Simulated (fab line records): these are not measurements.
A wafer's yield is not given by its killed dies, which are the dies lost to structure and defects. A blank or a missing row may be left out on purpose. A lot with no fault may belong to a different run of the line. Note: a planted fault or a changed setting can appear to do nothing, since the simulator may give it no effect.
A lot that was struck, set against a sound lot	flow sfqLine	18 steps out of a route of 325
Sound: wafers L141.2, L141.3, L141.4. Wafers L144.4, L144.5, L144.6 were the ones struck. The cause is given at the end.
For every step that has rows: the tool of each side, followed by ch and its chambers, followed by its first start. Under that, the readings that differ: sound wafers	struck wafers	difference of the means	sigmas: that difference in standard deviations of wafers without a fault.
alike: readings with means less than 2 such deviations apart, plus words and numbers identical on both sides. not compared: withheld readings, readings lacking a value on some wafer, bounds such as >300 that could conceal the same value, and numbers that have no deviation in the record and whose values overlap.
A row with sigmas, a row that says differs or no value, or rows on one side alone: a step with any of these is where the two part. Non-overlapping numbers with no deviation appear without sigmas and do not part them. A reading missing from all wafers of one side parts the sides only when that side holds two or more wafers.

SFQ_TRILAYER_M2_BARC_OPEN_METAL_ETCH_077: etches BARC in O2, target depth 125 nm, time 41.7 s.
  sound on rieMetal-01 ch 0,1, day 35 08:43; struck on rieMetal-01 ch 0,1, day 36 12:20
  alike: drypumpMotorCurrentA, oesProductAu
  not compared: rfHoursCounterH
SFQ_TRILAYER_M2_ETCH_METAL_ETCH_060: etches Nb in Cl2/Ar, stops on SiO2, target depth 240 nm, time 120 s.
  sound on rieMetal-01 ch 0,1, day 35 08:46; struck on rieMetal-01 ch 0,1, day 36 12:25
  alike: drypumpMotorCurrentA, oesProductAu
  not compared: rfHoursCounterH
SFQ_TRILAYER_M2_STRIP_STRIP_061: strips in O2.
  sound on rieMetal-01 ch 0,1, day 35 08:54; struck on rieMetal-01 ch 0,1, day 36 12:42
  alike: drypumpMotorCurrentA, oesProductAu
  not compared: rfHoursCounterH
then, 1 step without rows for these wafers: SFQ_TRILAYER_M2_STRIP_SOLV_CLEAN_062 (cleans in NMP, time 600 s).
SFQ_TRILAYER_I2_DEP_PECVD_063: deposits SiO2 from SiH4/N2O, time 111.11 s, target thk 500 nm.
  sound on pecvd-03 ch 0,1, day 35 09:40; struck on pecvd-03 ch 0,1,2, day 36 13:29
  alike: heaterPowerW, throttleValvePct
then, 1 step without rows for these wafers: SFQ_TRILAYER_I2_CMP_CMP_064 (polishes SiO2).
SFQ_I2_BOW_MEAS_917:
  struck on filmMetro-03, day 37 08:56; sound on filmMetro-03, day 36 03:37
  alike: I2_BOW
then, 5 steps without rows for these wafers: SFQ_TRILAYER_I2_METRO_MEASURE_065; SFQ_TRILAYER_I2_VIA_LITHO_COAT_072 (resist thk 62 nm); SFQ_TRILAYER_I2_VIA_LITHO_COAT_067 (resist thk 650 nm); SFQ_TRILAYER_I2_VIA_LITHO_SOFTBAKE_071; SFQ_TRILAYER_I2_VIA_LITHO_EXPOSE_068 (exposes mask I2, target cd 500 nm).
-- the record jumps here: 5 days lie between the struck wafers' starts before and after --
SFQ_TRILAYER_I2_VIA_LITHO_PEB_070: peb time 60 s.
  sound on lithoTrack-01 ch 0, day 41 11:06; struck on lithoTrack-01 ch 0, day 42 18:21
reading	sound	struck	difference	sigmas
heaterPowerTotalW (W)	79.11 79.11 79.17	77.87 77.89 77.98	-1.22	-17
plateTempC (C)	114.73 114.82 114.87	113.58 113.76 113.41	-1.22	-10
then, 1 step without rows for these wafers: SFQ_TRILAYER_I2_VIA_LITHO_DEVELOP_069 (time 60 s).
SFQ_I2_OVL_MEAS_918:
  struck on overlay-01, day 42 18:35; sound on overlay-01, day 41 11:23
  alike: I2_OVL
SFQ_TRILAYER_I2_VIA_BARC_OPEN_VIA_ETCH_096: etches BARC in O2, target depth 125 nm, time 41.7 s.
  sound on rieDiel-01 ch 0,2,3, day 41 11:25; struck on rieDiel-01 ch 2,3, day 42 18:37
reading	sound	struck	difference	sigmas
model.I2.cdNm (nm)	499 504.4 500.3	474.5 474.7 472.9	-27.2	
  alike: drypumpMotorCurrentA, oesProductAu
  not compared: rfHoursCounterH
SFQ_TRILAYER_I2_VIA_ETCH_VIA_ETCH_070: etches SiO2 in CHF3, stops on Nb, target depth 260 nm.
  sound on rieDiel-01 ch 0,2,3, day 41 11:27; struck on rieDiel-01 ch 2,3, day 42 18:39
reading	sound	struck	difference	sigmas
model.I2.cdNm (nm)	497.9 506.2 498.9	471.2 471.4 469.9	-30.2	
  alike: drypumpMotorCurrentA, oesProductAu
SFQ_TRILAYER_I2_VIA_STRIP_STRIP_071: strips in O2.
  sound on rieMetal-03 ch 0,1, day 41 11:34; struck on rieMetal-01 ch 0,1, day 42 18:58
  alike: drypumpMotorCurrentA, oesProductAu
  not compared: rfHoursCounterH

== WHERE THEY PART ==
Only at SFQ_TRILAYER_I2_VIA_LITHO_PEB_070, as far as this record shows. Later steps at which nothing parts them and some readings are alike: SFQ_I2_OVL_MEAS_918, SFQ_TRILAYER_I2_VIA_BARC_OPEN_VIA_ETCH_096, SFQ_TRILAYER_I2_VIA_ETCH_VIA_ETCH_070, SFQ_TRILAYER_I2_VIA_STRIP_STRIP_071.

WHY: what the simulator had put in
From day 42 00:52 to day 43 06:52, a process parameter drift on lithoTrack-01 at SFQ_TRILAYER_I2_VIA_LITHO_PEB_070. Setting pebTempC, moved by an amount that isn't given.
